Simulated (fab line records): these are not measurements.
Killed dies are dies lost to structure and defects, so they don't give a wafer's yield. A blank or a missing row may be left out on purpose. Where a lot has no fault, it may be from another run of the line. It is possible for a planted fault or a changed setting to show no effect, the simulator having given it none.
fab line records	flow gf180mcu	part 1 of 2: steps 1 to 29 of 40
[record] lots = 5	wafers = 15	last_day = 34
route steps=602 shown HV_LDD@209 NSD@235 PSD@248
lots that met no fault: from a run of the same line without faults
start_h: start of the lot's first displayed wafer, in hours after the record's first day	wait_h: how many hours have passed since the lot's step before this one	" identical to the entry in the row above	L1.1+2: one row covering several wafers at once	- value missing, or start not given	* or withheld: withheld	< > ~ a bound
route shown NAME@n: a module of which the file shows steps, and the number in the route of the first	usual: mean/standard deviation taken from wafers without a fault	same: alike in all rows	chamber/n: place in a boat	sites: the reading at each site	_std_site: the values' standard deviation	_edge_site: inner sites' mean taken away from outer sites' mean	radius_mm: how far each site lies from the wafer's centre	mask NAME#n: copy n	behind: the tool/chamber that last shaped the wafer	hold: why the lot was held/for how many hours/how that ended	device: whichever transistor did not switch (one of n, p or np)	end of line: tests run on the same wafers once the route is complete	for a step that has no rows: nothing shown but its recipe	killed: at the first sort, the dies lost to defects and structure; wafer yield is something else	map: dies across one wafer; x = killed, . = not, _ = none there
set.NAME: the setting that was run; set.NAME@STEP: the one run at that earlier step	model.NAME: the simulator's own value behind a step, which no gauge read
certain route steps with their lots: each step a table, each wafer a row
services: a tool's chamber out of use, with start hour (start_h, from the record's first day; less than 0 if before it), hours out, and reason
[[steps]]
[step GF_HV_LDD_IMPLANT_33]
[recipe] species = P	energy_kev = 60	dose_cm2 = 7.5e+12	tilt_deg = 30	rotation_deg = 0
[usual] faraday_current_uA = 42.3/0.83
lot.wafer	tool	chamber	start_h	wait_h	faraday_current_uA
L084.1	implanter-01	0	337.75	0.0	42.5
L084.2	"	0	"	"	43.0
L084.5	"	0	"	"	43.1
L086.2	implanter-01	0	360.26	0.0	42.3
L086.5	"	0	"	"	43.3
L086.6	"	0	"	"	42.6
L090.1	implanter-02	0	384.39	0.0	42.9
L090.5	"	0	"	"	40.5
L090.6	"	0	"	"	43.4
L092.1	implanter-01	0	401.96	0.0	43.1
L092.4	"	0	"	"	42.0
L092.6	"	0	"	"	43.7
L093.2	implanter-04	0	409.41	0.0	40.9
L093.4	"	0	"	"	43.4
L093.5	"	0	"	"	43.0
[step GF_HV_LDD_IMPLANT_34]
[recipe] species = P	energy_kev = 60	dose_cm2 = 7.5e+12	tilt_deg = 30	rotation_deg = 90
[usual] faraday_current_uA = 42.2/0.86
lot.wafer	tool	chamber	start_h	wait_h	faraday_current_uA
L084.1	implanter-01	0	337.90	0.1	42.6
L084.2	"	0	"	"	42.6
L084.5	"	0	"	"	42.0
L086.2	implanter-01	0	360.41	0.1	42.3
L086.5	"	0	"	"	40.0
L086.6	"	0	"	"	42.2
L090.1	implanter-02	0	384.54	0.1	41.4
L090.5	"	0	"	"	42.1
L090.6	"	0	"	"	42.5
L092.1	implanter-01	0	402.11	0.1	41.0
L092.4	"	0	"	"	40.7
L092.6	"	0	"	"	43.7
L093.2	implanter-04	0	409.56	0.1	41.1
L093.4	"	0	"	"	43.6
L093.5	"	0	"	"	43.5
[step GF_HV_LDD_IMPLANT_35]
[recipe] species = P	energy_kev = 60	dose_cm2 = 7.5e+12	tilt_deg = 30	rotation_deg = 180
[usual] faraday_current_uA = 42.3/0.84
lot.wafer	tool	chamber	start_h	wait_h	faraday_current_uA
L084.1	implanter-01	0	338.05	0.1	42.1
L084.2	"	0	"	"	44.2
L084.5	"	0	"	"	43.4
L086.2	implanter-01	0	360.56	0.1	41.6
L086.5	"	0	"	"	41.2
L086.6	"	0	"	"	40.3
L090.1	implanter-02	0	384.69	0.1	40.4
L090.5	"	0	"	"	42.8
L090.6	"	0	"	"	42.6
L092.1	implanter-01	0	402.26	0.1	41.8
L092.4	"	0	"	"	42.9
L092.6	"	0	"	"	43.3
L093.2	implanter-04	0	409.71	0.1	41.8
L093.4	"	0	"	"	42.1
L093.5	"	0	"	"	42.4
[step GF_HV_LDD_IMPLANT_36]
[recipe] species = P	energy_kev = 60	dose_cm2 = 7.5e+12	tilt_deg = 30	rotation_deg = 270
[usual] faraday_current_uA = 42.3/0.94
lot.wafer	tool	chamber	start_h	wait_h	faraday_current_uA
L084.1	implanter-01	0	338.20	0.1	41.4
L084.2	"	0	"	"	43.2
L084.5	"	0	"	"	41.4
L086.2	implanter-01	0	360.71	0.1	41.3
L086.5	"	0	"	"	42.9
L086.6	"	0	"	"	41.7
L090.1	implanter-02	0	384.84	0.1	42.0
L090.5	"	0	"	"	41.2
L090.6	"	0	"	"	42.3
L092.1	implanter-01	0	402.41	0.1	41.8
L092.4	"	0	"	"	43.9
L092.6	"	0	"	"	41.9
L093.2	implanter-04	0	409.86	0.1	42.3
L093.4	"	0	"	"	42.4
L093.5	"	0	"	"	42.0
[step GF_HV_LDD_STRIP_37]
[recipe] chemistry = O2/N2	power_w = 1400	pressure_mtorr = 1500	platen_temp_c = 250	o2_flow_sccm = 3000	n2_flow_sccm = 300	overash_fraction = 0.5
[usual] drypump_motor_current_A = 5.6/0.39	heater_power_w = 317/36	n2_flow_sccm = 299.9/0.86	oes_product_au = 0.716/0.0047	strip_time_to_endpoint_s = 12.64/0.035
lot.wafer	tool	chamber	start_h	wait_h	drypump_motor_current_A	heater_power_w	n2_flow_sccm	oes_product_au	rf_hours_counter_h	strip_time_to_endpoint_s
L084.1	plasma_asher-04	1	338.35	0.1	5.8	316	300.7	0.711	59	12.66
L084.2	"	0	"	"	5.2	271	300.2	0.717	59	12.60
L084.5	"	1	"	"	5.8	311	299.4	0.716	-	12.61
L086.2	plasma_asher-01	1	360.84	0.1	5.2	344	300.0	0.720	67	12.65
L086.5	"	1	"	"	5.2	334	301.1	0.722	-	12.60
L086.6	"	0	"	"	6.1	298	301.4	0.709	-	12.59
L090.1	plasma_asher-03	1	384.99	0.1	5.4	392	300.5	0.721	80	12.64
L090.5	"	1	"	"	5.4	409	300.9	0.712	-	12.59
L090.6	"	0	"	"	6.0	302	300.3	0.715	-	12.61
L092.1	plasma_asher-04	1	402.56	0.1	5.8	313	299.6	0.711	65	12.73
L092.4	"	1	"	"	5.8	311	300.0	0.716	-	12.78
L092.6	"	0	"	"	5.2	281	298.8	0.713	-	12.71
L093.2	plasma_asher-04	0	409.99	0.1	5.2	279	300.3	0.714	66	12.66
L093.4	"	1	"	"	5.8	323	301.1	0.716	-	12.66
L093.5	"	1	"	"	5.8	309	299.4	0.714	-	12.67
[step GF_HV_LDD_TW_MEAS_38]
[usual] HV_LDD_3_TW = 1430/13
lot.wafer	tool	chamber	start_h	wait_h	HV_LDD_3_TW
L084.1	film_metro-03	-	338.45	0.1	1415
L084.2	"	-	"	"	1412
L084.5	"	-	"	"	1412
L086.2	film_metro-02	-	360.95	0.1	1445
L086.5	"	-	"	"	1446
L086.6	"	-	"	"	1442
L090.1	film_metro-01	-	385.09	0.1	1430
L090.5	"	-	"	"	1433
L090.6	"	-	"	"	1432
L092.1	film_metro-03	-	402.66	0.1	1414
L092.4	"	-	"	"	1415
L092.6	"	-	"	"	1414
L093.2	film_metro-02	-	410.10	0.1	1456
L093.4	"	-	"	"	1452
L093.5	"	-	"	"	1450
[step GF_HV_LDD_DEHYDRATE_39]
[recipe] temp_c = 200	time_s = 60
[same] time_s = 60
lot.wafer	tool	chamber	start_h	wait_h
L084.1+2+5	litho_track-04	0	349.29	10.8
L086.2+5+6	litho_track-04	0	371.82	10.9
L090.1+5+6	litho_track-02	0	396.55	11.5
L092.1+4+6	litho_track-04	0	413.89	11.2
L093.2+4+5	litho_track-04	0	421.22	11.1
[step GF_HV_LDD_HMDS_40]
[recipe] prime_time_s = 60	prime_temp_c = 120
lot.wafer	tool	chamber	start_h	wait_h
L084.1+2+5	litho_track-04	0	349.44	0.1
L086.2+5+6	litho_track-04	0	371.97	0.1
L090.1+5+6	litho_track-02	0	396.70	0.1
L092.1+4+6	litho_track-04	0	414.04	0.1
L093.2+4+5	litho_track-04	0	421.37	0.1
[step GF_HV_LDD_COAT_41]
[recipe] resist = NOVOLAK	spin_rpm = 3000	resist_thk_nm = 1000
lot.wafer	tool	chamber	start_h	wait_h
L084.1+2+5	litho_track-04	0	349.59	0.1
L086.2+5+6	litho_track-04	0	372.12	0.1
L090.1+5+6	litho_track-02	0	396.85	0.1
L092.1+4+6	litho_track-04	0	414.19	0.1
L093.2+4+5	litho_track-04	0	421.52	0.1
[step GF_HV_LDD_SOFTBAKE_42]
[recipe] temp_c = 90	time_s = 60	resist = NOVOLAK
[same] time_s = 60
lot.wafer	tool	chamber	start_h	wait_h
L084.1+2+5	litho_track-04	0	349.74	0.1
L086.2+5+6	litho_track-04	0	372.27	0.1
L090.1+5+6	litho_track-02	0	397.00	0.1
L092.1+4+6	litho_track-04	0	414.34	0.1
L093.2+4+5	litho_track-04	0	421.67	0.1
[step GF_HV_LDD_EXPOSE_43]
[recipe] mask_id = Pplus_HV_AREA	target_cd_nm = 400	na = 0.6	source_shape = conventional	sigma_outer = 0.6	dose_mj = 140
[usual] focus_offset_nm = -0.1/0.56
[same] na = 0.6
lot.wafer	tool	chamber	start_h	wait_h	mask	focus_offset_nm
L084.1	iline_stepper-01	0	-	-	Pplus_HV_AREA#0	0.8
L084.2	"	0	"	"	Pplus_HV_AREA#0	-0.1
L084.5	"	0	"	"	Pplus_HV_AREA#0	-0.5
L086.2	iline_stepper-02	0	-	-	Pplus_HV_AREA#0	0.0
L086.5	"	0	"	"	Pplus_HV_AREA#0	-0.1
L086.6	"	0	"	"	Pplus_HV_AREA#0	-0.4
L090.1	iline_stepper-02	0	-	-	Pplus_HV_AREA#0	-0.9
L090.5	"	0	"	"	Pplus_HV_AREA#0	0.2
L090.6	"	0	"	"	Pplus_HV_AREA#0	0.8
L092.1	iline_stepper-02	0	-	-	Pplus_HV_AREA#0	-0.8
L092.4	"	0	"	"	Pplus_HV_AREA#0	-0.3
L092.6	"	0	"	"	Pplus_HV_AREA#0	-0.6
L093.2	iline_stepper-01	0	-	-	Pplus_HV_AREA#0	0.8
L093.4	"	0	"	"	Pplus_HV_AREA#0	0.4
L093.5	"	0	"	"	Pplus_HV_AREA#0	0.9
[step GF_HV_LDD_PEB_44]
[recipe] temp_c = withheld	time_s = *	resist = NOVOLAK
[same] time_s = *
lot.wafer	tool	chamber	start_h	wait_h
L084.1+2+5	litho_track-02	0	-	-
L086.2+5+6	litho_track-02	0	-	-
L090.1+5+6	litho_track-03	0	-	-
L092.1+4+6	litho_track-04	0	-	-
L093.2+4+5	litho_track-03	0	-	-
[step GF_HV_LDD_DEVELOP_45]
[recipe] develop_time_s = 60	dev_temp_c = 23
lot.wafer	tool	chamber	start_h	wait_h
L084.1+2+5	litho_track-02	0	360.50	0.1
L086.2+5+6	litho_track-02	0	383.88	0.1
L090.1+5+6	litho_track-03	0	408.78	0.1
L092.1+4+6	litho_track-04	0	426.39	0.1
L093.2+4+5	litho_track-03	0	434.06	0.1
[step GF_HV_LDD_CD_MEAS_46]
[recipe] target_cd_nm = 400
[usual] cd_nm = 399.8/2.6
lot.wafer	tool	chamber	start_h	wait_h	cd_nm
L084.1	cd_sem-02	-	360.65	0.1	399.8
L084.2	"	-	"	"	398.5
L084.5	"	-	"	"	398.1
L086.2	cd_sem-01	-	384.02	0.1	400.7
L086.5	"	-	"	"	400.7
L086.6	"	-	"	"	401.4
L090.1	cd_sem-01	-	408.93	0.1	399.8
L090.5	"	-	"	"	402.7
L090.6	"	-	"	"	399.4
L092.1	cd_sem-01	-	426.54	0.1	400.4
L092.4	"	-	"	"	398.0
L092.6	"	-	"	"	402.7
L093.2	cd_sem-01	-	434.20	0.1	401.4
L093.4	"	-	"	"	400.5
L093.5	"	-	"	"	401.2
[step GF_HV_LDD_OVL_MEAS_47]
[usual] HV_LDD_03_OVL = 0.7/1.8
lot.wafer	tool	chamber	start_h	wait_h	HV_LDD_03_OVL[nm]
L084.1	overlay-01	-	360.77	0.1	2.6
L084.2	"	-	"	"	3.1
L084.5	"	-	"	"	2.3
L086.2	overlay-01	-	384.13	0.1	1.4
L086.5	"	-	"	"	1.1
L086.6	"	-	"	"	1.3
L090.1	overlay-02	-	409.05	0.1	0.2
L090.5	"	-	"	"	1.0
L090.6	"	-	"	"	1.2
L092.1	overlay-01	-	426.66	0.1	0.0
L092.4	"	-	"	"	0.0
L092.6	"	-	"	"	-2.4
L093.2	overlay-01	-	434.31	0.1	1.0
L093.4	"	-	"	"	0.3
L093.5	"	-	"	"	2.8
[step GF_HV_LDD_IMPLANT_48]
[recipe] species = B	energy_kev = 25	dose_cm2 = 3e+13	tilt_deg = 7
[usual] faraday_current_uA = 169/3.4
lot.wafer	tool	chamber	start_h	wait_h	faraday_current_uA
L084.1	implanter-01	0	360.84	0.1	172
L084.2	"	0	"	"	167
L084.5	"	0	"	"	163
L086.2	implanter-02	0	384.18	0.0	167
L086.5	"	0	"	"	169
L086.6	"	0	"	"	171
L090.1	implanter-02	0	409.09	0.0	168
L090.5	"	0	"	"	171
L090.6	"	0	"	"	163
L092.1	implanter-02	0	426.70	0.0	169
L092.4	"	0	"	"	168
L092.6	"	0	"	"	162
L093.2	implanter-01	0	434.36	0.0	173
L093.4	"	0	"	"	165
L093.5	"	0	"	"	168
[step GF_HV_LDD_STRIP_49]
[recipe] chemistry = O2/N2	power_w = 1400	pressure_mtorr = 1500	platen_temp_c = 250	o2_flow_sccm = 3000	n2_flow_sccm = 300	overash_fraction = 0.5
[usual] drypump_motor_current_A = 5.6/0.4	heater_power_w = 322/35	n2_flow_sccm = 300.0/0.89	oes_product_au = 0.716/0.0045	strip_time_to_endpoint_s = 12.64/0.033
lot.wafer	tool	chamber	start_h	wait_h	drypump_motor_current_A	heater_power_w	n2_flow_sccm	oes_product_au	rf_hours_counter_h	strip_time_to_endpoint_s
L084.1	plasma_asher-04	0	360.99	0.1	5.1	283	299.8	0.714	61	12.62
L084.2	"	1	"	"	5.8	311	300.9	0.720	61	12.63
L084.5	"	0	"	"	5.2	281	300.1	0.716	-	12.60
L086.2	plasma_asher-04	1	384.31	0.1	5.8	314	299.1	0.713	63	12.64
L086.5	"	0	"	"	5.2	276	299.7	0.722	-	12.64
L086.6	"	1	"	"	5.8	311	298.7	0.718	-	12.64
L090.1	plasma_asher-01	1	409.24	0.1	5.2	343	300.4	0.714	72	12.66
L090.5	"	0	"	"	6.1	307	299.7	0.711	-	12.69
L090.6	"	1	"	"	5.2	332	300.0	0.712	-	12.68
L092.1	plasma_asher-01	1	426.85	0.1	5.2	334	299.5	0.716	74	12.65
L092.4	"	1	"	"	5.2	335	300.2	0.713	-	12.64
L092.6	"	1	"	"	5.2	348	299.1	0.715	-	12.62
L093.2	plasma_asher-03	1	434.49	0.1	5.4	372	301.7	0.716	0	12.62
L093.4	"	1	"	"	5.4	376	301.0	0.714	-	12.65
L093.5	"	0	"	"	6.0	300	300.1	0.719	-	12.57
[step GF_HV_LDD_TW_MEAS_50]
[usual] HV_LDD_4_TW = 568/5.2
lot.wafer	tool	chamber	start_h	wait_h	HV_LDD_4_TW
L084.1	film_metro-03	-	361.09	0.1	562
L084.2	"	-	"	"	563
L084.5	"	-	"	"	563
L086.2	film_metro-02	-	384.42	0.1	573
L086.5	"	-	"	"	576
L086.6	"	-	"	"	574
L090.1	film_metro-01	-	409.34	0.1	563
L090.5	"	-	"	"	566
L090.6	"	-	"	"	565
L092.1	film_metro-03	-	426.95	0.1	560
L092.4	"	-	"	"	562
L092.6	"	-	"	"	564
L093.2	film_metro-01	-	434.60	0.1	571
L093.4	"	-	"	"	569
L093.5	"	-	"	"	572
[step GF_HV_LDD_CLEAN_51]
[recipe] chemistry = SC1/SC2	mix = 1:4:20	temp_c = 70	time_s = 150	dry = n2_spin
[same] time_s = 150
lot.wafer	tool	chamber	start_h	wait_h
L084.1+2+5	wet_bench-03	2	361.15	0.1
L086.2+5+6	wet_bench-03	2	384.47	0.0
L090.1+5+6	wet_bench-02	2	409.40	0.1
L092.1+4+6	wet_bench-04	1	427.01	0.1
L093.2+4+5	wet_bench-03	0	434.65	0.0
[step GF_HV_LDD_RTA_52]
[recipe] temp_c = 1000	time_s = 10	ambient = N2
[usual] lamp_power_pct = 29.7/0.81	wafer_temp_C_max = 1005.3/1.4
[same] time_s = 10
lot.wafer	tool	chamber	start_h	wait_h	lamp_power_pct	wafer_temp_C_max
L084.1	rtp_anneal-01	0	361.20	0.0	29.1	1006.8
L084.2	"	0	"	"	29.1	1005.1
L084.5	"	0	"	"	29.0	1006.6
L086.2	rtp_anneal-01	0	384.53	0.0	29.0	1005.4
L086.5	"	0	"	"	29.0	1008.4
L086.6	"	0	"	"	29.0	1004.0
L090.1	rtp_anneal-02	0	409.45	0.0	30.6	1004.8
L090.5	"	0	"	"	30.7	1003.5
L090.6	"	0	"	"	30.7	1005.0
L092.1	rtp_anneal-01	0	427.06	0.0	29.0	1006.4
L092.4	"	0	"	"	29.0	1006.4
L092.6	"	0	"	"	29.1	1006.3
L093.2	rtp_anneal-01	0	434.71	0.0	29.0	1006.4
L093.4	"	0	"	"	29.0	1006.3
L093.5	"	0	"	"	29.0	1007.1
[step GF_HV_LDD_RS_MEAS_53]
[recipe] thk_meas_gauge = four-point-probe
[usual] HV_LDD_RS = 417.8/0.94
lot.wafer	tool	chamber	start_h	wait_h	HV_LDD_RS[ohm/sq]
L084.1	film_metro-02	-	361.27	0.1	417.7
L084.2	"	-	"	"	416.5
L084.5	"	-	"	"	416.9
L086.2	film_metro-02	-	384.61	0.1	417.1
L086.5	"	-	"	"	417.0
L086.6	"	-	"	"	417.2
L090.1	film_metro-03	-	409.52	0.1	419.2
L090.5	"	-	"	"	417.4
L090.6	"	-	"	"	418.7
L092.1	film_metro-02	-	427.13	0.1	416.6
L092.4	"	-	"	"	415.0
L092.6	"	-	"	"	417.3
L093.2	film_metro-02	-	434.78	0.1	417.5
L093.4	"	-	"	"	418.1
L093.5	"	-	"	"	417.8
[step GF_HV_LDD_CVD_54]
[recipe] material = SiO2	target_thk_nm = 10	precursor = TEOS	temp_c = 680	time_s = 75	pressure_mtorr = 400
[same] time_s = 75
lot.wafer	tool	chamber	start_h	wait_h
L084.1+2+5	lpcvd-02	0	361.39	0.1
L086.2+5+6	lpcvd-01	0	384.71	0.1
L090.1+5+6	lpcvd-02	0	409.64	0.1
L092.1+4+6	lpcvd-02	0	427.25	0.1
L093.2+4+5	lpcvd-02	0	434.88	0.1
[step GF_HV_LDD_THK_MEAS_55]
[recipe] reads = SiO2_of_HV_LDD_CVD_54
[usual] HV_LDD_CVD_54_THK = 10.04/0.14
lot.wafer	tool	chamber	start_h	wait_h	HV_LDD_CVD_54_THK[nm]
L084.1	film_metro-02	-	362.41	0.0	10.02
L084.2	"	-	"	"	9.91
L084.5	"	-	"	"	9.88
L086.2	film_metro-03	-	385.74	0.0	10.09
L086.5	"	-	"	"	9.99
L086.6	"	-	"	"	10.12
L090.1	film_metro-02	-	410.66	0.0	9.93
L090.5	"	-	"	"	9.90
L090.6	"	-	"	"	10.00
L092.1	film_metro-01	-	428.27	0.0	10.15
L092.4	"	-	"	"	10.07
L092.6	"	-	"	"	10.13
L093.2	film_metro-01	-	436.43	0.0	10.05
L093.4	"	-	"	"	10.01
L093.5	"	-	"	"	10.09
[step GF_HV_LDD_CVD_56]
[recipe] material = Si3N4	precursor = DCS/NH3	target_thk_nm = 90	temp_c = 770	time_s = 1543	pressure_mtorr = 250
[same] time_s = 1543
lot.wafer	tool	chamber	start_h	wait_h
L084.1+2+5	lpcvd-01	0	362.50	0.1
L086.2+5+6	lpcvd-02	1	385.79	0.0
L090.1+5+6	lpcvd-01	0	410.72	0.1
L092.1+4+6	lpcvd-02	0	428.33	0.1
L093.2+4+5	lpcvd-01	1	436.48	0.0
[step GF_HV_LDD_THK_MEAS_57]
[recipe] reads = Si3N4_of_HV_LDD_CVD_56
[usual] HV_LDD_CVD_56_THK = 90.2/0.93
lot.wafer	tool	chamber	start_h	wait_h	HV_LDD_CVD_56_THK[nm]
L084.1	film_metro-01	-	363.93	0.0	90.3
L084.2	"	-	"	"	90.2
L084.5	"	-	"	"	90.1
L086.2	film_metro-01	-	387.23	0.0	90.5
L086.5	"	-	"	"	89.6
L086.6	"	-	"	"	90.3
L090.1	film_metro-01	-	412.14	0.0	90.8
L090.5	"	-	"	"	91.0
L090.6	"	-	"	"	90.2
L092.1	film_metro-01	-	429.76	0.0	90.4
L092.4	"	-	"	"	90.2
L092.6	"	-	"	"	91.3
L093.2	film_metro-01	-	437.91	0.0	90.6
L093.4	"	-	"	"	90.9
L093.5	"	-	"	"	89.7
[step GF_HV_LDD_ETCHBACK_58]
[recipe] chemistry = CH3F/O2	target = Si3N4	stop_on = SiO2	source_w = 400	bias_w = 80	pressure_mtorr = 25	ch3f_flow_sccm = 40	O2_flow_sccm = 30	time_s = 100	target_depth_a = 900
[usual] O2_flow_sccm = 30.00/0.087	drypump_motor_current_A = 5.9/0.31	oes_product_au = 0.844/0.0069	throttle_valve_pct = 10.562/0.0082
[same] time_s = 100
lot.wafer	tool	chamber	start_h	wait_h	O2_flow_sccm	drypump_motor_current_A	oes_product_au	rf_hours_counter_h	throttle_valve_pct
L084.1	rie_diel-03	1	363.99	0.1	29.93	6.2	0.844	11	10.561
L084.2	"	0	"	"	29.94	6.0	0.838	2	10.580
L084.5	"	1	"	"	29.96	6.2	0.843	-	10.563
L086.2	rie_diel-03	0	387.28	0.0	29.89	6.0	0.846	2	10.564
L086.5	"	1	"	"	30.02	6.2	0.838	-	10.555
L086.6	"	0	"	"	29.97	6.0	0.846	-	10.559
L090.1	rie_diel-02	1	412.20	0.1	30.08	5.8	0.846	27	10.560
L090.5	"	1	"	"	30.07	5.8	0.854	-	10.568
L090.6	"	2	"	"	30.11	6.3	0.839	-	10.576
L092.1	rie_diel-01	3	429.82	0.1	30.29	6.0	0.840	57	10.560
L092.4	"	0	"	"	29.94	5.5	0.836	14	10.557
L092.6	"	0	"	"	30.01	5.5	0.849	-	10.561
L093.2	rie_diel-03	0	437.96	0.0	30.08	6.0	0.847	4	10.561
L093.4	"	3	"	"	30.01	5.6	0.852	4	10.563
L093.5	"	2	"	"	30.05	5.8	0.846	-	10.563
[step GF_NSD_DEHYDRATE_00]
[recipe] temp_c = 200	time_s = 60
[same] time_s = 60
lot.wafer	tool	chamber	start_h	wait_h
L084.1+2+5	litho_track-01	0	375.06	11.0
L086.2+5+6	litho_track-02	0	398.68	11.4
L090.1+5+6	litho_track-02	0	423.70	11.5
L092.1+4+6	litho_track-04	0	441.14	11.3
L093.2+4+5	litho_track-04	0	449.87	11.9
[step GF_NSD_HMDS_01]
[recipe] prime_time_s = 60	prime_temp_c = 120
lot.wafer	tool	chamber	start_h	wait_h
L084.1+2+5	litho_track-01	0	375.21	0.1
L086.2+5+6	litho_track-02	0	398.83	0.1
L090.1+5+6	litho_track-02	0	423.85	0.1
L092.1+4+6	litho_track-04	0	441.29	0.1
L093.2+4+5	litho_track-04	0	450.02	0.1
[step GF_NSD_COAT_02]
[recipe] resist = NOVOLAK	spin_rpm = 3000	resist_thk_nm = 1000
lot.wafer	tool	chamber	start_h	wait_h
L084.1+2+5	litho_track-01	0	375.36	0.1
L086.2+5+6	litho_track-02	0	398.98	0.1
L090.1+5+6	litho_track-02	0	424.00	0.1
L092.1+4+6	litho_track-04	0	441.44	0.1
L093.2+4+5	litho_track-04	0	450.17	0.1
